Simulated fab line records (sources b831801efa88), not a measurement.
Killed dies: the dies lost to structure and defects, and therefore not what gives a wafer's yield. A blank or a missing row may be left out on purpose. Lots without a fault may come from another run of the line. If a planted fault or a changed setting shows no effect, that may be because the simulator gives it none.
A sampling plan put to the test	flow gf180mcu	one line in one fab, 47 faults in these records, each fault weighed on the records of the lots it struck
The plan consists of the line's own looks: route steps at which the wafer is read by a gauge or an inspection but not changed. A look can be judged if struck wafers have a number there and the file gives its usual mean and standard deviation on fault-free wafers. Caught: at a look after the fault's first step, the mean of the struck wafers lies 4 or more of those standard deviations (sigma) from the usual mean. On the tool: here the same test is run on the tool's own readings at the fault's steps. Also counted as caught: the struck wafers showing another recipe, or a record that is empty for them alone.

THE FAULTS, as the simulator had put them in
1. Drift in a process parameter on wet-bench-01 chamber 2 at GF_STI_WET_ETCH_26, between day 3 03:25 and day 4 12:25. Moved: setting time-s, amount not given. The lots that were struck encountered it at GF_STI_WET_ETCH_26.
2. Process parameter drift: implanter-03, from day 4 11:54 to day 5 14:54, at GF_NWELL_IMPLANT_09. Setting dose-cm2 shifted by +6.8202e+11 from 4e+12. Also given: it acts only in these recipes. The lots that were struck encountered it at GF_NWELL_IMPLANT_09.
3. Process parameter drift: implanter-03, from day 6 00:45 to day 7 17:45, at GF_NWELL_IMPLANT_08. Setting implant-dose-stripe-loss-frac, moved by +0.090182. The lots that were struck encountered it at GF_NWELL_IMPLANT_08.
4. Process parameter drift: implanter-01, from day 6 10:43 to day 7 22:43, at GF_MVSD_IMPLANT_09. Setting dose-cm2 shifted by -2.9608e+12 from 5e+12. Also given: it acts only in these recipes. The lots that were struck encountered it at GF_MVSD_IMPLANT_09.
5. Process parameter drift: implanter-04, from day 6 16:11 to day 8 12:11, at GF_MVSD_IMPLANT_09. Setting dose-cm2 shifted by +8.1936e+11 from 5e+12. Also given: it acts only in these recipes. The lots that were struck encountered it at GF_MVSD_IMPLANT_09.
6. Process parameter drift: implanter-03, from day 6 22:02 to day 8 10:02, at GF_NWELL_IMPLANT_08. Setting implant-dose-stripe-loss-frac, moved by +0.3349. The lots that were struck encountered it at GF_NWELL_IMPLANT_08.
7. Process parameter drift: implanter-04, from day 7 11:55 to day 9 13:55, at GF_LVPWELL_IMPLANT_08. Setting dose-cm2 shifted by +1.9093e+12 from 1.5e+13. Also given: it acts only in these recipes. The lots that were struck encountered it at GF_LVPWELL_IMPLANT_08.
8. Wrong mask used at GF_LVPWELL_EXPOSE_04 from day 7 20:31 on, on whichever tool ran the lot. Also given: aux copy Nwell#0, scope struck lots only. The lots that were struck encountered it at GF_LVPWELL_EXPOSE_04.
9. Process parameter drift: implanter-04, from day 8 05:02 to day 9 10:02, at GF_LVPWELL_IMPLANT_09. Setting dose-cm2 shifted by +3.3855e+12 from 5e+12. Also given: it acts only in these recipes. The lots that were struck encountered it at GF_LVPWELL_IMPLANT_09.
10. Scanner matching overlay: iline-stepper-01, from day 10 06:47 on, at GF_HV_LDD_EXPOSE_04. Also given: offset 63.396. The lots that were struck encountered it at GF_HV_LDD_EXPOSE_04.
11. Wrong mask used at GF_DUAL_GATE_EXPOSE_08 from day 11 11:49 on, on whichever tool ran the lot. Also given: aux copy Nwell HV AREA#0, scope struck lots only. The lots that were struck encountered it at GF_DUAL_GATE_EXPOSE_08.
12. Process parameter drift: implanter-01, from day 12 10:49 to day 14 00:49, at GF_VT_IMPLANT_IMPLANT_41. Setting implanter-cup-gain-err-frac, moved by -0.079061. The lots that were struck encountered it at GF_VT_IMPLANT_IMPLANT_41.
13. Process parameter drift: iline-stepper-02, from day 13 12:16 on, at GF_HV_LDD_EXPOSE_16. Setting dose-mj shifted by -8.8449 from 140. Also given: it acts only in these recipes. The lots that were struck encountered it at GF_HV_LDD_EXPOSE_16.
14. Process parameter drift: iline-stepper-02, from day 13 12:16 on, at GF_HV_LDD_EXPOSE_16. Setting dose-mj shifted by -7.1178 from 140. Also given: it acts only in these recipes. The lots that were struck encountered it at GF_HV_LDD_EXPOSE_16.
15. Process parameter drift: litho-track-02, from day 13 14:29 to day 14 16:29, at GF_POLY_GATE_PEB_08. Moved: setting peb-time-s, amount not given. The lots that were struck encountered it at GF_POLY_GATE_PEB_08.
16. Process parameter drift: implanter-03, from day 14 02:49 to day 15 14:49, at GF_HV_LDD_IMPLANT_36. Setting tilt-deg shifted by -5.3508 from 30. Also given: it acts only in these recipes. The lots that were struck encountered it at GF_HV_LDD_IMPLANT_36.
17. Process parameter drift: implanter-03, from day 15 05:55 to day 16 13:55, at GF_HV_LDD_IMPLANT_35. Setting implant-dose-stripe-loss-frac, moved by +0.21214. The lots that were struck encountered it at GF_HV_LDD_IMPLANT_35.
18. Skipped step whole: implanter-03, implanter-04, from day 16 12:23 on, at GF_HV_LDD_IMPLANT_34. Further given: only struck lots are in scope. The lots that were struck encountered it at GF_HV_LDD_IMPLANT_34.
19. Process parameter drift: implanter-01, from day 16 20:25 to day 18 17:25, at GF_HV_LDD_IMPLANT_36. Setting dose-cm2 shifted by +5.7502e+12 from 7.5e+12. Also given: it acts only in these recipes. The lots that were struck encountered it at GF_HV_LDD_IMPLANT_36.
20. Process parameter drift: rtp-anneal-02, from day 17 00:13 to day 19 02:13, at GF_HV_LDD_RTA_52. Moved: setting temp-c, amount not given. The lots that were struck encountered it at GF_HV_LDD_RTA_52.
21. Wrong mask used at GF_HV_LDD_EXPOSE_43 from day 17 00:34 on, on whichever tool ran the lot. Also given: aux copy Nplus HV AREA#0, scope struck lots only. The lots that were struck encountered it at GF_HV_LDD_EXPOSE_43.
22. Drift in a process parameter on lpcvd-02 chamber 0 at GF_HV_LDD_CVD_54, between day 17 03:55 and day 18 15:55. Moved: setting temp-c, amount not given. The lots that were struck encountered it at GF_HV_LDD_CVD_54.
23. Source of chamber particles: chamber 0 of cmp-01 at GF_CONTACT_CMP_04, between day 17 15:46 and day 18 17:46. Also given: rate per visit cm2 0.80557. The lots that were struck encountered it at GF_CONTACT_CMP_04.
24. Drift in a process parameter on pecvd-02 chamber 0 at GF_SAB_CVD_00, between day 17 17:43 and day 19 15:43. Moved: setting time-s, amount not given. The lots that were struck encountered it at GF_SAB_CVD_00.
25. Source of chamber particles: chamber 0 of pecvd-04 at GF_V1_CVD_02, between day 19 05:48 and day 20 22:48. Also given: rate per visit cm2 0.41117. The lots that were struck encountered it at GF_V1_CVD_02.
26. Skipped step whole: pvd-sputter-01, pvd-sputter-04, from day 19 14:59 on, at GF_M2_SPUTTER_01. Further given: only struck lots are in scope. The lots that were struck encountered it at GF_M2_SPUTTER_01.
27. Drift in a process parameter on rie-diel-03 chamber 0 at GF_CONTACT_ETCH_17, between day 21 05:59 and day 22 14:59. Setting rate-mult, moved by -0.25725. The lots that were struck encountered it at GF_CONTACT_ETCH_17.
28. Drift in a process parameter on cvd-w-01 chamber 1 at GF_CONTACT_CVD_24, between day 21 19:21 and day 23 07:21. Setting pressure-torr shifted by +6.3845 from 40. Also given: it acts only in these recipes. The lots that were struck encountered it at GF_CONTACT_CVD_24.
29. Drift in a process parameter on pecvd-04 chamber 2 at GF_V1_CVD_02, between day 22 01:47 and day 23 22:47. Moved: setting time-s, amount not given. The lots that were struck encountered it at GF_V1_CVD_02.
30. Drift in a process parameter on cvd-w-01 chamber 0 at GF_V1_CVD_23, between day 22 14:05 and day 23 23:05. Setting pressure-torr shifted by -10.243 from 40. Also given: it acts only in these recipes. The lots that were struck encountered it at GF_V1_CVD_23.
31. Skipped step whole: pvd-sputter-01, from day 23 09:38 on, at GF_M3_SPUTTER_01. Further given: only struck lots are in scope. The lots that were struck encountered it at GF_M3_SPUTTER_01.
32. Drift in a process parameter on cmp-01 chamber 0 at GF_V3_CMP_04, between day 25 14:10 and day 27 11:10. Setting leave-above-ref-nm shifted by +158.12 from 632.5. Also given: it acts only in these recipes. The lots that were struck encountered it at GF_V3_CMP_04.
33. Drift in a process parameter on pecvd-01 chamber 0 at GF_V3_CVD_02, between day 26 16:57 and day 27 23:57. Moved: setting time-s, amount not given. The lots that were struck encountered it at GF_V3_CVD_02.
34. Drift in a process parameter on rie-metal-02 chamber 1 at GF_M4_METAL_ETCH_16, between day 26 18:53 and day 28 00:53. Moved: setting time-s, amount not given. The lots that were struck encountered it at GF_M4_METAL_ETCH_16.
35. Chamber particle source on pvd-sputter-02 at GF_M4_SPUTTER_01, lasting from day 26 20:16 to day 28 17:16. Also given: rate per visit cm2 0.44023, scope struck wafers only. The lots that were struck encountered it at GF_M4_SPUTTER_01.
36. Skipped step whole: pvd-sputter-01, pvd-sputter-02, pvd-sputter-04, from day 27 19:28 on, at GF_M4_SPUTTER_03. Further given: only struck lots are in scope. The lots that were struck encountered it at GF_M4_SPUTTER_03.
37. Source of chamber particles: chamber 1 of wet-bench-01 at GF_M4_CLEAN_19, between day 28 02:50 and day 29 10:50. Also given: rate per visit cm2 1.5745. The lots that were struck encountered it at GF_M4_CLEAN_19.
38. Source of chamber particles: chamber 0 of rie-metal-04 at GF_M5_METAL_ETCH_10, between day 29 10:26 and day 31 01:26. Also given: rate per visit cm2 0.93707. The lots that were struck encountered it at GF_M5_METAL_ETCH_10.
39. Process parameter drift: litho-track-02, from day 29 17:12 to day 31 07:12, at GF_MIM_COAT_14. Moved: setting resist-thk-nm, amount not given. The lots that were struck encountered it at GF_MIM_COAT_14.
40. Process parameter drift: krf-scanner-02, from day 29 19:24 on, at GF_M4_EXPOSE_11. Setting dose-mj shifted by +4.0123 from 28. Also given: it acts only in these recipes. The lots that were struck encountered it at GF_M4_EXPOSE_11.
41. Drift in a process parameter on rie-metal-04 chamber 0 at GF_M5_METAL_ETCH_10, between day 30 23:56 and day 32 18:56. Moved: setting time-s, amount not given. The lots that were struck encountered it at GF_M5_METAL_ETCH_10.
42. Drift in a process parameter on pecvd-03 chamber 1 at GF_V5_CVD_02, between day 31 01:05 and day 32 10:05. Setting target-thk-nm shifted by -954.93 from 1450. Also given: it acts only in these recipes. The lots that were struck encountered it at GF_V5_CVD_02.
43. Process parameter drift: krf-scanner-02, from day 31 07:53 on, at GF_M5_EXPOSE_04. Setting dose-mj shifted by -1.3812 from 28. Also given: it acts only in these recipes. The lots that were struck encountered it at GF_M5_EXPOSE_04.
44. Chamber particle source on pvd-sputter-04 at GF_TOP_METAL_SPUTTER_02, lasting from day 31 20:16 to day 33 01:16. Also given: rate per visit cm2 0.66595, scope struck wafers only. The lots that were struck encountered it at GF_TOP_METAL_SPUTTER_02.
45. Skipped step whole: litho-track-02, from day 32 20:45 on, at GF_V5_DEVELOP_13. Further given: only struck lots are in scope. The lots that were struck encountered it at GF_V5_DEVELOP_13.
46. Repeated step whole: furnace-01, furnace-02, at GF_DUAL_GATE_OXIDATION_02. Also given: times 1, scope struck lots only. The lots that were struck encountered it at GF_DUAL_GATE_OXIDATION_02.
47. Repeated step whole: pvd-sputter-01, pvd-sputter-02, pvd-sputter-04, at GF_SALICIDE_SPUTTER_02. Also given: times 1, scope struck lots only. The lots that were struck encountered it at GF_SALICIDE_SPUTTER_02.

WHAT THE PLAN SAW
fault	on the tool itself	first look that catches it	reading, sigma	median hours from its first step to that look	hours from the fault's start to the first struck lot there	judged looks passed uncaught
1	run-length-s -27 sigma	none of the 4 looks that can be judged after it	-	-	-	4
2	dose-ions-cm2 +99 or beyond sigma	GF_VT_IMPLANT_RS_MEAS_47	NWELL_RS -9.8	114.7	129	0
3	no reading that can be judged	GF_VT_IMPLANT_RS_MEAS_47	NWELL_RS +4.7	121.6	124	0
4	dose-ions-cm2 -99 or beyond sigma	GF_VT_IMPLANT_RS_MEAS_46	MVSD_RS +47	86.3	93	0
5	dose-ions-cm2 +99 or beyond sigma	GF_VT_IMPLANT_RS_MEAS_46	MVSD_RS -9.9	87.5	91	0
6	no reading that can be judged	GF_VT_IMPLANT_RS_MEAS_47	NWELL_RS +18	129.4	141	0
7	dose-ions-cm2 +99 or beyond sigma	GF_VT_IMPLANT_RS_MEAS_48	LVPWELL_RS -25	109.8	110	0
8	under 2 sigma	GF_LVPWELL_TW_MEAS_11	LVPWELL_TW -74	8.5	11	0
9	dose-ions-cm2 +99 or beyond sigma	GF_VT_IMPLANT_RS_MEAS_48	LVPWELL_RS -42	113.8	127	2
10	no reading that can be judged	GF_HV_LDD_OVL_MEAS_08	HV_LDD_OVL +38	9.3	17	0
11	no reading that can be judged	no look after it can be judged	-	-	-	0
12	beam-on-s +4.8 sigma	no look after it can be judged	-	-	-	0
13	exposure-dose-mJ-cm2 -55 sigma	GF_HV_LDD_CD_MEAS_19	cd-nm -8.9	10.4	16	0
14	exposure-dose-mJ-cm2 -44 sigma	GF_HV_LDD_CD_MEAS_19	cd-nm -7.2	10.4	16	0
15	no reading that can be judged	GF_POLY_GATE_CD_MEAS_10	cd-nm -4.1	0.5	0	0
16	tilt-deg -99 or beyond sigma	not the one look that can be judged after it	-	-	-	1
17	under 2 sigma	none of the 7 looks that can be judged after it	-	-	-	7
18	the tool's record is blank for the struck wafers	GF_HV_LDD_TW_MEAS_38	HV_LDD_3_TW -8.7	0.6	4	0
19	dose-ions-cm2 +99 or beyond sigma	GF_HV_LDD_TW_MEAS_38	HV_LDD_3_TW +6.9	0.2	11	0
20	wafer_temp_C_max -99 or beyond sigma	GF_HV_LDD_RS_MEAS_53	HV_LDD_RS -4.0	0.1	9	0
21	under 2 sigma	GF_HV_LDD_TW_MEAS_50	HV_LDD_4_TW -97	11.2	15	0
22	spike-tc-centre-C +9.4 sigma	GF_HV_LDD_THK_MEAS_55	HV_LDD_CVD_54_THK +21	1.5	35	0
23	under 2 sigma	not the one look that can be judged after it	-	-	-	1
24	under 2 sigma	GF_SAB_THK_MEAS_01	SAB_CVD_00_THK +5.8	0.0	6	0
25	under 2 sigma	none of the 3 looks that can be judged after it	-	-	-	3
26	the tool's record is blank for the struck wafers	no look after it can be judged	-	-	-	0
27	under 2 sigma	no look after it can be judged	-	-	-	0
28	chamber-pressure-Torr +84 sigma	GF_CONTACT_RS_MEAS_25	CONTACT_W_RS -6.2	0.1	2	0
29	run-length-s -31 sigma	GF_V1_THK_MEAS_03	V1_CVD_02_THK -13	0.1	23	0
30	chamber-pressure-Torr -99 or beyond sigma	GF_V1_RS_MEAS_24	V1_W_RS +15	0.2	10	0
31	the tool's record is blank for the struck wafers	not the one look that can be judged after it	-	-	-	1
32	time-to-endpoint-s -9.9 sigma	no look after it can be judged	-	-	-	0
33	run-length-s -16 sigma	GF_V3_THK_MEAS_03	V3_CVD_02_THK -6.3	0.1	3	0
34	run-length-s -24 sigma	no look after it can be judged	-	-	-	0
35	under 2 sigma	none of the 2 looks that can be judged after it	-	-	-	2
36	the tool's record is blank for the struck wafers	not the one look that can be judged after it	-	-	-	1
37	no reading that can be judged	not the one look that can be judged after it	-	-	-	1
38	under 2 sigma	no look after it can be judged	-	-	-	0
39	no reading that can be judged	no look after it can be judged	-	-	-	0
40	exposure-dose-mJ-cm2 +99 or beyond sigma	GF_M4_CD_MEAS_14	cd-nm -17	8.9	12	0
41	run-length-s -31 sigma	no look after it can be judged	-	-	-	0
42	under 2 sigma	GF_V5_THK_MEAS_03	V5_CVD_02_THK -50	0.1	2	0
43	exposure-dose-mJ-cm2 -41 sigma	GF_M5_CD_MEAS_07	cd-nm +4.7	8.1	12	0
44	under 2 sigma	no look after it can be judged	-	-	-	0
45	no reading that can be judged	no look after it can be judged	-	-	-	0
46	under 2 sigma	GF_DUAL_GATE_THK_MEAS_03	DUAL_GATE_OXIDATION_00_THK +28	4.4	-	0
47	under 2 sigma	GF_SALICIDE_RS_MEAS_04	SALICIDE_TIN_RS -20	0.2	-	0
A dash: this means the fault isn't caught or the number doesn't appear in these records.

Caught at a look: 27 of 47. Caught on the tool: 26 of 47. By one or the other: 36 of 47.
Faults 1, 12, 16, 26, 31, 32, 34, 36, 41 were caught on the tool alone.
Caught at a look alone: faults 3, 6, 8, 10, 15, 21, 24, 42, 46, 47.
Caught by neither: faults 11, 17, 23, 25, 27, 35, 37, 38, 39, 44, 45.

THINNER SAMPLING
In the worst case, this is how late the first struck lot would be measured if the look that catches a fault measured only every second or every third lot, by lot number:
fault	struck lots at that look, in order of time	every lot	every second lot	every third lot
2	L625, L626	129 h	140 h	may miss all 2
3	L485, L492	124 h	162 h	may miss all 2
4	L847, L851	93 h	may miss all 2	may miss all 2
5	L791, L797	91 h	may miss all 2	may miss all 2
6	L277, L278	141 h	158 h	may miss all 2
7	L615, L616	110 h	121 h	may miss all 2
8	L177	11 h	may miss it	may miss it
9	L170, L172	127 h	may miss all 2	may miss all 2
10	L544, L548	17 h	may miss all 2	may miss all 2
13	L603, L607	16 h	may miss all 2	may miss all 2
14	L951, L955	16 h	may miss all 2	may miss all 2
15	L688, L689	0 h	1 h	may miss all 2
18	L157, L158	4 h	4 h	may miss all 2
19	L350, L353	11 h	38 h	may miss all 2
20	L557, L559, L562	9 h	37 h	may miss all 3
21	L350	15 h	may miss it	may miss it
22	L481	35 h	may miss it	may miss it
24	L243, L244	6 h	24 h	may miss all 2
28	L519, L522	2 h	25 h	may miss all 2
29	L448	23 h	may miss it	may miss it
30	L832, L833	10 h	28 h	may miss all 2
33	L445, L446, L447	3 h	17 h	23 h
40	L508, L509	12 h	25 h	may miss all 2
42	L479, L478	2 h	5 h	may miss all 2
43	L793, L795, L797	12 h	may miss all 3	43 h
Hours are from the fault's start to the first struck lot that is measured. Since the struck wafers were tested as one group against 4 sigma, a single lot by itself may lie under the limit. Other struck lots may not be in these records.

THE LONGEST TIMED WAY FROM STEP TO LOOK
Fault 6: a median of 129.4 hours passes between GF_NWELL_IMPLANT_08 and GF_VT_IMPLANT_RS_MEAS_47. No look between them can be judged.
